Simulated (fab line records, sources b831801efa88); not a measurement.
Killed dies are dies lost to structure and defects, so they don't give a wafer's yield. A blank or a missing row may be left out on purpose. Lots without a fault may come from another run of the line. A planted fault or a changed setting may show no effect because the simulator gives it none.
fab line records | flow sky130
record lots=7 wafers=21 last_day=50
route steps=708 shown VIA4@651 METAL5@661 PAD_OPEN@708
lots that met no fault: from a run of the same line without faults
start_h: hours from the record's first day to the start of the lot's first wafer shown | wait_h: hours since the lot's step before | " the same as in the row above | L1.1+2: a row that stands for several wafers | - no value, or no start given | * or withheld: withheld | < > ~ a bound
route shown NAME@n: a module of which the file shows steps, and the number in the route of the first | usual: mean/standard deviation of fault-free wafers | same: alike in all rows | chamber/n: place in a boat | sites: the reading at each site | _std_site: their standard deviation | _edge_site: outer sites' mean less inner sites' | radius_mm: how far each site lies from the wafer's centre | mask NAME#n: copy n | behind: the tool/chamber that last shaped the wafer | hold: why the lot was held/for how many hours/how that ended | device: the transistor (n, p or np) that didn't switch | end of line: the same wafers' tests at the end of the route | a step without rows: its recipe alone | killed: dies lost to structure and defects at the first sort, not the wafer's yield | map: a wafer's dies, x killed, . not, _ none there
set.NAME: the setting as run; set.NAME@STEP: as run at that earlier step | model.NAME: the simulator's own value behind a step, which no gauge read
lots at some steps of the route; a table a step, a row a wafer
services: from which hour (start_h, from the record's first day; less than 0 if before it) a tool's chamber was out of use, for how many hours, and why
## steps
# step SKY_VIA4_ETCH_12
# recipe target=SiO2 chemistry=C4F8/O2/Ar stop_on=TiN mask_material=NOVOLAK source_w=1500 bias_w=1200 pressure_mtorr=40 c4f8_flow_sccm=withheld O2_flow_sccm=6 Ar_flow_sccm=300 time_s=withheld target_depth_a=5800
# step SKY_VIA4_STRIP_13
# recipe chemistry=O2/N2 power_w=1400 pressure_mtorr=1500 platen_temp_c=withheld o2_flow_sccm=3000 n2_flow_sccm=300 overash_fraction=0.5
# usual drypump_motor_current_A=5.4/0.57 oes_product_au=0.710/0.0048 strip_time_to_endpoint_s=12.806/0.028
# columns lot.wafer tool chamber start_h wait_h drypump_motor_current_A oes_product_au rf_hours_counter_h strip_time_to_endpoint_s
L622.2 plasma_asher-04 1 1003.98 - 4.7 0.718 87 12.787
L622.3 " 1 " " 4.7 0.712 - 12.822
L622.6 " 0 " " 5.9 0.705 - 12.797
L633.1 plasma_asher-02 0 1078.98 - 6.3 0.712 65 12.771
L633.2 " 1 " " 5.6 0.715 65 12.817
L633.6 " 0 " " 6.3 0.701 - 12.781
L637.2 plasma_asher-01 1 1102.52 - 5.1 0.716 36 12.792
L637.4 " 0 " " 4.9 0.710 - 12.823
L637.6 " 0 " " 4.9 0.718 - 12.786
L640.3 plasma_asher-01 1 1115.55 - 5.1 0.713 - 12.807
L640.4 " 0 " " 4.8 0.716 - 12.770
L640.6 " 0 " " 4.9 0.714 - 12.825
L639.2 plasma_asher-04 1 1117.79 - 4.7 0.708 99 12.855
L639.4 " 0 " " 6.0 0.714 - 12.788
L639.6 " 1 " " 4.7 0.713 - 12.860
L644.2 plasma_asher-02 0 1143.44 - 6.3 0.711 71 12.827
L644.4 " 1 " " 5.6 0.711 - 12.787
L644.5 " 1 " " 5.6 0.708 - 12.827
L645.1 plasma_asher-04 0 1149.03 - 5.9 0.703 102 12.831
L645.5 " 0 " " 5.9 0.705 - 12.794
L645.6 " 1 " " 4.7 0.710 - 12.827
# step SKY_VIA4_STRIP_14
# recipe chemistry=post_etch_residue_remover time_s=1200 temp_c=72.5
# step SKY_VIA4_CLEAN_15
# recipe chemistry=IPA time_s=180 temp_c=25
# step SKY_VIA4_CLEAN_16
# recipe chemistry=O3/DIW dry=n2_spin
# step SKY_VIA4_SPUTTER_17
# recipe material=TiN target_thk_nm=20 chamber_pressure_pa=5 power_w=4000 time_s=80
# step SKY_VIA4_CVD_18
# recipe material=W target_thk_nm=505 time_s=152.14 temp_c=400 pressure_torr=40
# usual heater_power_outer_w=495/53 heater_power_w=825/48
# columns lot.wafer tool chamber start_h wait_h heater_power_outer_w heater_power_w
L622.2 cvd_w-02 1 1004.65 0.0 567 878
L622.3 " 1 " " 548 860
L622.6 " 0 " " 564 838
L633.1 cvd_w-02 0 1079.64 0.0 538 859
L633.2 " 1 " " 550 891
L633.6 " 0 " " 538 859
L637.2 cvd_w-02 1 1103.17 0.0 549 892
L637.4 " 0 " " 549 828
L637.6 " 1 " " 538 889
L640.3 cvd_w-01 1 1116.37 0.1 419 804
L640.4 " 0 " " 472 757
L640.6 " 1 " " 422 802
L639.2 cvd_w-01 0 1118.66 0.0 479 770
L639.4 " 1 " " 429 808
L639.6 " 1 " " 428 797
L644.2 cvd_w-01 1 1144.10 0.0 425 783
L644.4 " 1 " " 421 818
L644.5 " 1 " " 434 789
L645.1 cvd_w-02 1 1149.72 0.0 561 895
L645.5 " 0 " " 538 855
L645.6 " 1 " " 559 896
# step SKY_VIA4_RS_MEAS_19
# recipe thk_meas_gauge=four-point-probe reads=W_of_VIA4_CVD_18+TiN_of_VIA4_SPUTTER_17
# usual VIA4_W_RS=0.2253/0.0021
# columns lot.wafer tool chamber start_h wait_h VIA4_W_RS[ohm/sq]
L622.2 film_metro-03 - 1004.82 0.1 0.2298
L622.3 " - " " 0.2275
L622.6 " - " " 0.2261
L633.1 film_metro-03 - 1079.80 0.1 0.2252
L633.2 " - " " 0.2266
L633.6 " - " " 0.2200
L637.2 film_metro-03 - 1103.34 0.1 0.2238
L637.4 " - " " 0.2242
L637.6 " - " " 0.2239
L640.3 film_metro-01 - 1116.51 0.1 0.2331
L640.4 " - " " 0.2260
L640.6 " - " " 0.2283
L639.2 film_metro-03 - 1118.83 0.1 0.2243
L639.4 " - " " 0.2282
L639.6 " - " " 0.2253
L644.2 film_metro-03 - 1144.27 0.1 0.2243
L644.4 " - " " 0.2228
L644.5 " - " " 0.2266
L645.1 film_metro-02 - 1149.87 0.1 0.2259
L645.5 " - " " 0.2270
L645.6 " - " " 0.2248
# step SKY_VIA4_THK_MEAS_20
# recipe thk_meas_gauge=xrf reads=W_of_VIA4_CVD_18
# usual VIA4_W_THK=501/5.5
# columns lot.wafer tool chamber start_h wait_h VIA4_W_THK[nm]
L622.2 film_metro-03 - 1004.93 0.1 494
L622.3 " - " " 503
L622.6 " - " " 503
L633.1 film_metro-03 - 1079.92 0.1 509
L633.2 " - " " 507
L633.6 " - " " 521
L637.2 film_metro-03 - 1103.45 0.1 508
L637.4 " - " " 507
L637.6 " - " " 505
L640.3 film_metro-01 - 1116.61 0.1 483
L640.4 " - " " 495
L640.6 " - " " 492
L639.2 film_metro-03 - 1118.94 0.1 505
L639.4 " - " " 497
L639.6 " - " " 503
L644.2 film_metro-03 - 1144.38 0.1 504
L644.4 " - " " 506
L644.5 " - " " 503
L645.1 film_metro-02 - 1149.99 0.1 498
L645.5 " - " " 497
L645.6 " - " " 501
# step SKY_VIA4_CMP_21
# recipe stop_on=SiO2 t_overpolish_s=25 down_force_psi=3.5 platen_rpm=60 target_thk_nm=0 pad_velocity_m_s=0.94248
# step SKY_METAL5_SPUTTER_00
# recipe material=Ti target_thk_nm=15 power_w=3000 time_s=10 chamber_pressure_pa=0.4
# step SKY_METAL5_SPUTTER_01
# recipe material=TiN target_thk_nm=20 power_w=6500 time_s=16.7 chamber_pressure_pa=0.4
# usual throttle_valve_pct=30.5/0.9
# columns lot.wafer tool chamber start_h wait_h throttle_valve_pct
L622.2 pvd_sputter-03 - 1005.33 0.0 30.2
L622.3 " - " " 30.2
L622.6 " - " " 30.4
L633.1 pvd_sputter-01 - 1080.30 0.0 31.7
L633.2 " - " " 30.9
L633.6 " - " " 28.9
L637.2 pvd_sputter-03 - 1103.83 0.0 30.5
L637.4 " - " " 30.0
L637.6 " - " " 30.3
L640.3 pvd_sputter-03 - 1116.97 0.0 30.6
L640.4 " - " " 30.0
L640.6 " - " " 30.0
L639.2 pvd_sputter-03 - 1119.34 0.0 29.7
L639.4 " - " " 29.7
L639.6 " - " " 30.3
L644.2 pvd_sputter-01 - 1144.76 0.0 31.7
L644.4 " - " " 29.4
L644.5 " - " " 31.2
L645.1 pvd_sputter-02 - 1150.38 0.0 31.3
L645.5 " - " " 32.0
L645.6 " - " " 31.3
# step SKY_METAL5_SPUTTER_02
# recipe material=AlCu target_thk_nm=1150 power_w=10600 time_s=61.2 chamber_pressure_pa=0.4
# usual throttle_valve_pct=30.5/0.86
# columns lot.wafer tool chamber start_h wait_h throttle_valve_pct model.AlCu_of_METAL5_SPUTTER_02.thk_nm
L622.2 pvd_sputter-03 - 1005.35 0.0 30.2 1145
L622.3 " - " " 30.7 1158
L622.6 " - " " 30.4 1148
L633.1 pvd_sputter-01 - 1080.32 0.0 31.4 1158
L633.2 " - " " 31.2 1146
L633.6 " - " " 28.7 1154
L637.2 pvd_sputter-03 - 1103.85 0.0 30.7 1155
L637.4 " - " " 29.9 1075
L637.6 " - " " 30.5 1145
L640.3 pvd_sputter-03 - 1117.00 0.0 30.7 1159
L640.4 " - " " 30.0 1151
L640.6 " - " " 29.9 1088
L639.2 pvd_sputter-03 - 1119.37 0.0 29.9 1145
L639.4 " - " " 29.9 1085
L639.6 " - " " 29.9 1151
L644.2 pvd_sputter-01 - 1144.78 0.0 31.7 1165
L644.4 " - " " 29.9 1166
L644.5 " - " " 31.1 1154
L645.1 pvd_sputter-02 - 1150.40 0.0 31.5 1167
L645.5 " - " " 31.7 1167
L645.6 " - " " 31.3 1159
# step SKY_METAL5_SPUTTER_03
# recipe material=Ti target_thk_nm=5 power_w=3000 time_s=3.3 chamber_pressure_pa=0.4
# step SKY_METAL5_SPUTTER_04
# recipe material=TiN target_thk_nm=70 power_w=6500 time_s=58.3 chamber_pressure_pa=0.4
# usual throttle_valve_pct=30.5/0.88
# columns lot.wafer tool chamber start_h wait_h throttle_valve_pct
L622.2 pvd_sputter-03 - 1005.42 0.0 30.4
L622.3 " - " " 30.4
L622.6 " - " " 30.3
L633.1 pvd_sputter-01 - 1080.39 0.0 31.5
L633.2 " - " " 31.2
L633.6 " - " " 28.9
L637.2 pvd_sputter-03 - 1103.92 0.0 30.4
L637.4 " - " " 29.9
L637.6 " - " " 30.3
L640.3 pvd_sputter-03 - 1117.07 0.0 30.5
L640.4 " - " " 29.5
L640.6 " - " " 30.2
L639.2 pvd_sputter-03 - 1119.44 0.0 30.0
L639.4 " - " " 30.0
L639.6 " - " " 29.9
L644.2 pvd_sputter-01 - 1144.85 0.0 31.5
L644.4 " - " " 29.7
L644.5 " - " " 30.9
L645.1 pvd_sputter-02 - 1150.47 0.0 31.4
L645.5 " - " " 31.9
L645.6 " - " " 31.4
# step SKY_METAL5_RS_MEAS_05
# recipe thk_meas_gauge=four-point-probe reads=TiN_of_METAL5_SPUTTER_04+Ti_of_METAL5_SPUTTER_03+AlCu_of_METAL5_SPUTTER_02+TiN_of_METAL5_SPUTTER_01+Ti_of_METAL5_SPUTTER_00
# usual METAL5_ALCU_RS=0.0271/0.00031
# columns lot.wafer tool chamber start_h wait_h METAL5_ALCU_RS[ohm/sq]
L622.2 film_metro-03 - 1005.49 0.0 0.0272
L622.3 " - " " 0.0269
L622.6 " - " " 0.0271
L633.1 film_metro-04 - 1080.44 0.0 0.0269
L633.2 " - " " 0.0272
L633.6 " - " " 0.0270
L637.2 film_metro-03 - 1103.99 0.0 0.0269
L637.4 " - " " 0.0290
L637.6 " - " " 0.0272
L640.3 film_metro-02 - 1117.16 0.1 0.0268
L640.4 " - " " 0.0270
L640.6 " - " " 0.0286
L639.2 film_metro-04 - 1119.50 0.0 0.0272
L639.4 " - " " 0.0287
L639.6 " - " " 0.0271
L644.2 film_metro-02 - 1144.92 0.0 0.0267
L644.4 " - " " 0.0267
L644.5 " - " " 0.0270
L645.1 film_metro-04 - 1150.52 0.0 0.0267
L645.5 " - " " 0.0266
L645.6 " - " " 0.0269
# step SKY_METAL5_THK_MEAS_06
# recipe thk_meas_gauge=xrf reads=AlCu_of_METAL5_SPUTTER_02
# usual METAL5_ALCU_THK=1145/15
# columns lot.wafer tool chamber start_h wait_h METAL5_ALCU_THK[nm]
L622.2 film_metro-03 - 1005.60 0.1 1148
L622.3 " - " " 1149
L622.6 " - " " 1145
L633.1 film_metro-04 - 1080.56 0.1 1149
L633.2 " - " " 1139
L633.6 " - " " 1150
L637.2 film_metro-03 - 1104.10 0.1 1153
L637.4 " - " " 1068
L637.6 " - " " 1139
L640.3 film_metro-02 - 1117.26 0.1 1162
L640.4 " - " " 1149
L640.6 " - " " 1085
L639.2 film_metro-04 - 1119.61 0.1 1130
L639.4 " - " " 1073
L639.6 " - " " 1139
L644.2 film_metro-02 - 1145.03 0.1 1169
L644.4 " - " " 1169
L644.5 " - " " 1150
L645.1 film_metro-04 - 1150.64 0.1 1157
L645.5 " - " " 1163
L645.6 " - " " 1153
# step SKY_METAL5_DEHYDRATE_07
# recipe temp_c=200 time_s=60
# step SKY_METAL5_HMDS_08
# recipe prime_time_s=60 prime_temp_c=120
# step SKY_METAL5_COAT_09
# recipe resist=NOVOLAK spin_rpm=3000 resist_thk_nm=1800
# step SKY_METAL5_SOFTBAKE_10
# recipe temp_c=90 time_s=60 resist=NOVOLAK
# step SKY_METAL5_EXPOSE_11
# recipe mask_id=MM5 na=0.6 source_shape=conventional sigma_outer=0.6 polarization=unpolarized target_cd_nm=1600 dose_mj=190
# step SKY_METAL5_PEB_12
# recipe temp_c=withheld time_s=* resist=NOVOLAK
# step SKY_METAL5_DEVELOP_13
# recipe resist=NOVOLAK developer=TMAH develop_time_s=60 dev_temp_c=23
# step SKY_METAL5_DESCUM_14
# recipe chemistry=O2 source_power_w=150 bias_power_w=0 pressure_mtorr=10 temp_c=40 time_s=11
# step SKY_METAL5_METAL_ETCH_15
# recipe target_depth_a=12600 stop_on=SiO2 over_etch_frac=0.2 time_s=252 chemistry=Cl2/BCl3 resist_sidewall_deg=86 pressure_mtorr=10 icp_w=900 bias_w=48.5 Cl2_flow_sccm=60 bcl3_flow_sccm=30
# usual drypump_motor_current_A=5.2/0.36 oes_product_au=0.896/0.0052 throttle_valve_pct=22.263/0.0089
# columns lot.wafer tool chamber start_h wait_h drypump_motor_current_A oes_product_au rf_hours_counter_h throttle_valve_pct
L622.2 rie_metal-04 1 1028.26 0.0 4.7 0.893 15 22.277
L622.3 " 0 " " 4.9 0.898 - 22.258
L622.6 " 0 " " 4.9 0.900 - 22.261
L633.1 rie_metal-03 0 1101.49 0.1 5.4 0.894 21 22.262
L633.2 " 0 " " 5.4 0.897 - 22.263
L633.6 " 0 " " 5.4 0.893 - 22.266
L637.2 rie_metal-04 1 1124.39 0.0 4.7 0.892 21 22.269
L637.4 " 0 " " 5.0 0.879 - 22.252
L637.6 " 0 " " 4.9 0.888 - 22.274
L640.3 rie_metal-04 0 1136.52 0.1 4.9 0.892 - 22.252
L640.4 " 1 " " 4.7 0.894 - 22.263
L640.6 " 1 " " 4.7 0.885 - 22.269
L639.2 rie_metal-04 0 1138.16 0.0 4.9 0.892 24 22.275
L639.4 " 0 " " 4.9 0.875 - 22.266
L639.6 " 0 " " 4.9 0.888 - 22.250
L644.2 rie_metal-04 0 1162.66 0.0 4.9 0.897 26 22.279
L644.4 " 0 " " 4.9 0.903 - 22.258
L644.5 " 0 " " 4.9 0.897 - 22.262
L645.1 rie_metal-03 0 1168.06 0.0 5.4 0.897 32 22.252
L645.5 " 1 " " 5.7 0.895 - 22.267
L645.6 " 0 " " 5.4 0.895 - 22.256
# step SKY_METAL5_STRIP_16
# recipe chemistry=O2/N2 power_w=1400 pressure_mtorr=1500 platen_temp_c=withheld o2_flow_sccm=3000 n2_flow_sccm=300 overash_fraction=0.5
# usual drypump_motor_current_A=5.6/0.49 oes_product_au=0.710/0.0046 strip_time_to_endpoint_s=13.05/0.11
# columns lot.wafer tool chamber start_h wait_h drypump_motor_current_A oes_product_au rf_hours_counter_h strip_time_to_endpoint_s
L622.2 plasma_asher-04 0 1028.49 0.2 5.9 0.710 90 13.06
L622.3 " 1 " " 4.7 0.709 - 12.99
L622.6 " 0 " " 5.9 0.712 - 13.06
L633.1 plasma_asher-02 0 1101.96 0.4 6.3 0.705 67 13.00
L633.2 " 1 " " 5.5 0.707 67 13.08
L633.6 " 1 " " 5.6 0.709 - 13.03
L637.2 plasma_asher-02 0 1124.63 0.2 6.3 0.713 69 13.07
L637.4 " 1 " " 5.6 0.712 - 13.21
L637.6 " 1 " " 5.5 0.709 - 13.25
L640.3 plasma_asher-03 1 1136.71 0.1 5.3 0.712 - 13.06
L640.4 " 0 " " 5.5 0.707 - 13.11
L640.6 " 0 " " 5.5 0.706 - 13.10
L639.2 plasma_asher-04 0 1138.39 0.2 5.9 0.704 101 13.19
L639.4 " 0 " " 5.9 0.712 - 13.13
L639.6 " 1 " " 4.7 0.709 - 13.04
L644.2 plasma_asher-02 0 1162.89 0.2 6.3 0.701 73 13.09
L644.4 " 0 " " 6.3 0.704 - 12.98
L644.5 " 0 " " 6.3 0.710 - 12.98
L645.1 plasma_asher-04 0 1168.29 0.2 5.9 0.716 104 13.02
L645.5 " 0 " " 5.9 0.711 - 12.96
L645.6 " 1 " " 4.7 0.701 - 13.12
# step SKY_PAD_OPEN_PROBE_99
# usual defect_limited_yield=83.0/2 killed_at_M0_to_M3=43/7.1 killed_at_M4_up=3.1/1.7 killed_at_contacts=23/5.1 killed_at_front_end=14/4.4 killed_at_other=0.3/0.47 killed_dies=84/9.9 killed_open=45/6.6 killed_short=38/6.8 sort_bin_3_pad_short=0.8/0.4 sort_bin_5_function=10.1/1.4 sort_bin_6_memory=6.1/1.2 sort_n_pass=408/9.9 sort_yield_pct=83.0/2
# same gross_dies=492 killed_at_back_side=0 sort_bin_4_leakage[%]=0 sort_bin_8_speed[%]=0
# columns lot.wafer tool chamber start_h wait_h defect_limited_yield[%] killed_at_M0_to_M3 killed_at_M4_up killed_at_contacts killed_at_front_end killed_at_other killed_dies killed_open killed_short sort_bin_3_pad_short[%] sort_bin_5_function[%] sort_bin_6_memory[%] sort_n_pass sort_yield_pct[%] model.etest.met5.rs_ohm_sq model.etest.met5.line_ohm_um
L622.2 prober-02 - 1075.50 0.1 81.1 44 4 33 11 1 93 51 42 0.6 12.4 5.9 399 81.1 0.02754 0.01711
L622.3 prober-02 - 1075.55 0.2 83.3 43 1 20 18 0 82 41 41 0.6 10.6 5.5 410 83.3 0.02708 0.01702
L622.6 prober-02 - 1075.70 0.2 82.7 44 3 29 9 0 85 46 39 0.8 11.6 4.9 407 82.7 0.02708 0.01698
L633.1 prober-02 - 1143.80 0.1 80.3 52 3 23 19 0 97 58 39 0.8 11.8 7.1 395 80.3 0.02709 0.01707
L633.2 prober-02 - 1143.85 0.1 81.9 46 3 31 9 0 89 52 37 1.0 10.4 6.7 403 81.9 0.02691 0.017
L633.6 prober-02 - 1144.05 0.2 81.3 51 1 28 12 0 92 49 43 0.6 12.0 6.1 400 81.3 0.02724 0.01716
L637.2 prober-02 - 1165.43 0.1 83.5 35 2 31 13 0 81 48 33 0.4 8.9 7.1 411 83.5 0.02682 0.01662
L637.4 prober-02 - 1165.53 0.2 84.3 36 4 29 8 0 77 40 37 2.0 7.9 5.7 415 84.3 0.02896 0.01823
L637.6 prober-02 - 1165.63 0.2 81.7 55 4 17 14 0 90 43 47 0.8 10.6 6.9 402 81.7 0.02718 0.01705
L640.3 prober-02 - 1175.95 0.2 83.9 31 3 26 19 0 79 45 34 0.4 8.9 6.7 413 83.9 0.02709 0.01707
L640.4 prober-02 - 1176.00 0.2 83.9 47 5 18 9 0 79 42 37 1.2 10.6 4.3 413 83.9 0.02714 0.01682
L640.6 prober-02 - 1176.10 0.2 81.5 51 5 20 14 1 91 43 48 0.8 12.8 4.9 401 81.5 0.02885 0.01793
L639.2 prober-01 - 1178.23 0.1 84.8 43 1 24 7 0 75 43 32 0.4 9.3 5.5 417 84.8 0.02731 0.01719
L639.4 prober-01 - 1178.33 0.2 79.1 64 3 19 17 0 103 53 50 0.6 12.4 7.9 389 79.1 0.02897 0.01816
L639.6 prober-01 - 1178.43 0.2 80.7 44 2 29 19 1 95 39 56 1.4 8.7 9.1 397 80.7 0.02749 0.01728
L644.2 prober-01 - 1198.25 0.1 84.6 40 4 18 14 0 76 36 40 0.8 9.3 5.3 416 84.6 0.02677 0.01679
L644.4 prober-01 - 1198.35 0.2 77.2 48 5 43 16 0 112 60 52 0.6 12.4 9.8 380 77.2 0.02724 0.01712
L644.5 prober-01 - 1198.40 0.2 84.8 47 4 16 8 0 75 41 34 0.6 7.5 7.1 417 84.8 0.02705 0.01696
L645.1 prober-02 - 1202.99 0.1 85.8 35 1 23 11 0 70 36 34 0.2 9.3 4.7 422 85.8 0.02658 0.01674
L645.5 prober-02 - 1203.19 0.2 83.1 46 4 20 13 0 83 46 37 1.4 10.2 5.3 409 83.1 0.02672 0.01669
L645.6 prober-02 - 1203.24 0.2 84.1 34 1 28 15 0 78 45 33 0.6 9.3 5.9 414 84.1 0.02682 0.0169
# killed by level:class
L622.2 CONTACT:geometric_particle:open=13 LI_CONTACT:geometric_particle:open=9 VIA1:geometric_particle:open=9 CONTACT:geometric_particle:short=6 VIA2:geometric_particle:open=6 METAL1:geometric_particle:short=5 VIA3:geometric_particle:open=5 VIA2:geometric_particle:short=4
L622.3 VIA1:geometric_particle:open=9 METAL1:geometric_particle:short=8 FIELD_ISO:geometric_particle:open=6 CONTACT:geometric_particle:open=6 POLY_GATE:geometric_particle:short=6 METAL2:geometric_particle:short=5 VIA3:geometric_particle:open=5 LI_CONTACT:geometric_particle:open=4
L622.6 CONTACT:geometric_particle:open=9 LI_CONTACT:geometric_particle:open=8 VIA1:geometric_particle:open=7 VIA2:geometric_particle:open=6 METAL1:geometric_particle:short=6 METAL2:geometric_particle:short=5 FIELD_ISO:geometric_particle:short=4 LI_CONTACT:geometric_particle:short=4
L633.1 VIA1:geometric_particle:open=19 CONTACT:geometric_particle:open=10 METAL1:geometric_particle:short=8 POLY_GATE:geometric_particle:open=6 LI_CONTACT:geometric_particle:open=6 POLY_GATE:geometric_particle:short=5 METAL2:geometric_particle:short=5 FIELD_ISO:geometric_particle:open=4
L633.2 CONTACT:geometric_particle:open=16 VIA3:geometric_particle:open=9 LI_CONTACT:geometric_particle:open=7 VIA1:geometric_particle:open=7 VIA2:geometric_particle:open=7 CONTACT:geometric_particle:short=5 METAL3:geometric_particle:short=5 VIA3:geometric_particle:short=4
L633.6 VIA1:geometric_particle:open=14 CONTACT:geometric_particle:open=11 VIA3:geometric_particle:open=9 LOCAL_INTERCONNECT:geometric_particle:short=7 VIA2:geometric_particle:open=6 LI_CONTACT:geometric_particle:open=5 VIA1:geometric_particle:short=5 POLY_GATE:geometric_particle:short=4
L637.2 LI_CONTACT:geometric_particle:open=13 CONTACT:geometric_particle:open=12 METAL2:geometric_particle:short=8 METAL3:geometric_particle:short=4 VIA1:geometric_particle:open=4 VIA3:geometric_particle:open=4 FIELD_ISO:geometric_particle:short=3 POLY_GATE:geometric_particle:short=3
L637.4 CONTACT:geometric_particle:open=11 VIA2:geometric_particle:open=8 LI_CONTACT:geometric_particle:open=7 VIA3:geometric_particle:open=6 CONTACT:geometric_particle:short=5 METAL1:geometric_particle:short=5 LOCAL_INTERCONNECT:geometric_particle:short=4 VIA3:geometric_particle:short=4
L637.6 METAL1:geometric_particle:short=9 VIA2:geometric_particle:open=9 VIA1:geometric_particle:open=7 VIA2:geometric_particle:short=7 CONTACT:geometric_particle:open=6 LI_CONTACT:geometric_particle:open=5 VIA1:geometric_particle:short=5 FIELD_ISO:geometric_particle:short=4
L640.3 CONTACT:geometric_particle:open=14 FIELD_ISO:geometric_particle:open=7 CONTACT:geometric_particle:short=6 VIA1:geometric_particle:open=5 VIA3:geometric_particle:open=5 SPACER:geometric_particle:short=4 LI_CONTACT:geometric_particle:open=4 METAL1:geometric_particle:short=4
L640.4 VIA1:geometric_particle:open=19 CONTACT:geometric_particle:open=8 VIA1:geometric_particle:short=6 VIA3:geometric_particle:open=6 CONTACT:geometric_particle:short=5 METAL2:geometric_particle:short=5 METAL4:geometric_particle:short=5 METAL1:geometric_particle:short=3
L640.6 VIA1:geometric_particle:open=14 CONTACT:geometric_particle:open=6 METAL2:geometric_particle:short=6 VIA3:geometric_particle:open=6 CONTACT:geometric_particle:short=5 VIA3:geometric_particle:short=5 VIA1:geometric_particle:short=5 FIELD_ISO:geometric_particle:short=4
L639.2 VIA3:geometric_particle:open=9 CONTACT:geometric_particle:open=9 LI_CONTACT:geometric_particle:open=6 VIA1:geometric_particle:open=6 METAL3:geometric_particle:short=6 CONTACT:geometric_particle:short=5 METAL2:geometric_particle:short=5 VIA2:geometric_particle:open=5
L639.4 VIA1:geometric_particle:open=18 VIA2:geometric_particle:open=9 LOCAL_INTERCONNECT:geometric_particle:short=7 METAL2:geometric_particle:short=7 VIA3:geometric_particle:open=6 CONTACT:geometric_particle:open=5 VIA1:geometric_particle:short=5 METAL3:geometric_particle:short=5
L639.6 LOCAL_INTERCONNECT:geometric_particle:short=12 FIELD_ISO:geometric_particle:short=8 CONTACT:geometric_particle:open=8 METAL2:geometric_particle:short=7 VIA3:geometric_particle:short=7 VIA3:geometric_particle:open=7 VIA1:geometric_particle:open=6 LI_CONTACT:geometric_particle:open=4
L644.2 METAL1:geometric_particle:short=11 VIA1:geometric_particle:open=8 METAL2:geometric_particle:short=7 VIA2:geometric_particle:open=6 FIELD_ISO:geometric_particle:short=4 LI_CONTACT:geometric_particle:open=4 CONTACT:geometric_particle:open=4 METAL4:geometric_particle:short=4
L644.4 CONTACT:geometric_particle:open=17 VIA1:geometric_particle:open=13 LI_CONTACT:geometric_particle:open=10 CONTACT:geometric_particle:short=10 METAL1:geometric_particle:short=8 VIA3:geometric_particle:open=7 FIELD_ISO:geometric_particle:short=5 POLY_GATE:geometric_particle:short=5
L644.5 VIA1:geometric_particle:open=10 VIA3:geometric_particle:open=8 METAL1:geometric_particle:short=6 LI_CONTACT:geometric_particle:open=5 VIA3:geometric_particle:short=5 METAL2:geometric_particle:short=5 CONTACT:geometric_particle:open=4 CONTACT:geometric_particle:short=4
L645.1 LI_CONTACT:geometric_particle:open=8 VIA2:geometric_particle:open=7 CONTACT:geometric_particle:open=6 LOCAL_INTERCONNECT:geometric_particle:short=5 METAL1:geometric_particle:short=5 VIA1:geometric_particle:open=5 VIA1:geometric_particle:short=4 POLY_GATE:geometric_particle:short=3
L645.5 VIA1:geometric_particle:open=15 CONTACT:geometric_particle:open=7 METAL2:geometric_particle:short=7 FIELD_ISO:geometric_particle:open=5 CONTACT:geometric_particle:short=5 METAL1:geometric_particle:short=4 LI_CONTACT:geometric_particle:open=4 LOCAL_INTERCONNECT:geometric_particle:short=4
L645.6 LI_CONTACT:geometric_particle:open=10 CONTACT:geometric_particle:open=8 VIA1:geometric_particle:open=7 METAL1:geometric_particle:short=7 VIA2:geometric_particle:open=7 LI_CONTACT:geometric_particle:short=5 FIELD_ISO:geometric_particle:open=4 VIA3:geometric_particle:open=4
## services
# columns tool chamber start_h hours kind
plasma_asher-02 - 986.51 2.1 repair
rie_metal-04 - 991.72 2.8 pm
plasma_asher-02 - 1008.71 3.3 repair
pvd_sputter-03 1 1040.77 - consumable_replace:kit
pvd_sputter-03 1 1040.77 18.0 scheduled_down
pvd_sputter-03 1 1040.77 18.0 vent_cycle
rie_metal-03 - 1047.51 0.3 repair
pvd_sputter-01 - 1053.21 12.4 repair
rie_metal-03 1 1053.22 110.0 repair
plasma_asher-03 - 1055.25 9.0 pm
plasma_asher-03 - 1079.78 0.3 repair
pvd_sputter-01 0 1080.44 - consumable_replace:kit
pvd_sputter-01 0 1080.44 18.0 scheduled_down
pvd_sputter-01 0 1080.44 18.0 vent_cycle
pvd_sputter-02 - 1085.34 2.5 repair
plasma_asher-03 - 1089.65 1.3 repair
pvd_sputter-03 - 1105.30 1.7 repair
pvd_sputter-03 - 1124.21 0.6 repair
plasma_asher-03 - 1124.73 2.8 pm
plasma_asher-04 - 1140.02 2.8 pm
pvd_sputter-03 0 1155.75 - consumable_replace:kit
pvd_sputter-03 0 1155.75 18.0 scheduled_down
pvd_sputter-03 0 1155.75 18.0 vent_cycle
rie_metal-03 0 1161.74 1.8 repair
## key
first_sign step=SKY_METAL5_RS_MEAS_05 reading=METAL5_ALCU_RS direction=up sigmas=5.5 usual=0.0271 struck=0.0288
effect step=SKY_METAL5_THK_MEAS_06 reading=METAL5_ALCU_THK direction=down sigmas=4.6 usual=1145 struck=1076
effect step=SKY_METAL5_METAL_ETCH_15 reading=oes_product_au direction=down sigmas=3.1 usual=0.896 struck=0.880
model_effect step=SKY_METAL5_SPUTTER_02 value=AlCu_of_METAL5_SPUTTER_02.thk_nm without=1143 struck=1083
model_effect step=SKY_PAD_OPEN_PROBE_99 value=etest.met5.rs_ohm_sq without=0.02738 struck=0.02892
met_at SKY_METAL5_SPUTTER_02
struck_wafers L637.4,L639.4,L640.6
fault kind=process_parameter_drift tool=pvd_sputter-03 chamber=- onset_h=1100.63 steps=SKY_METAL5_SPUTTER_02 channel=time_s offset=* shape=step end_h=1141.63 acts_in=* stated=* scope=struck_wafers_only
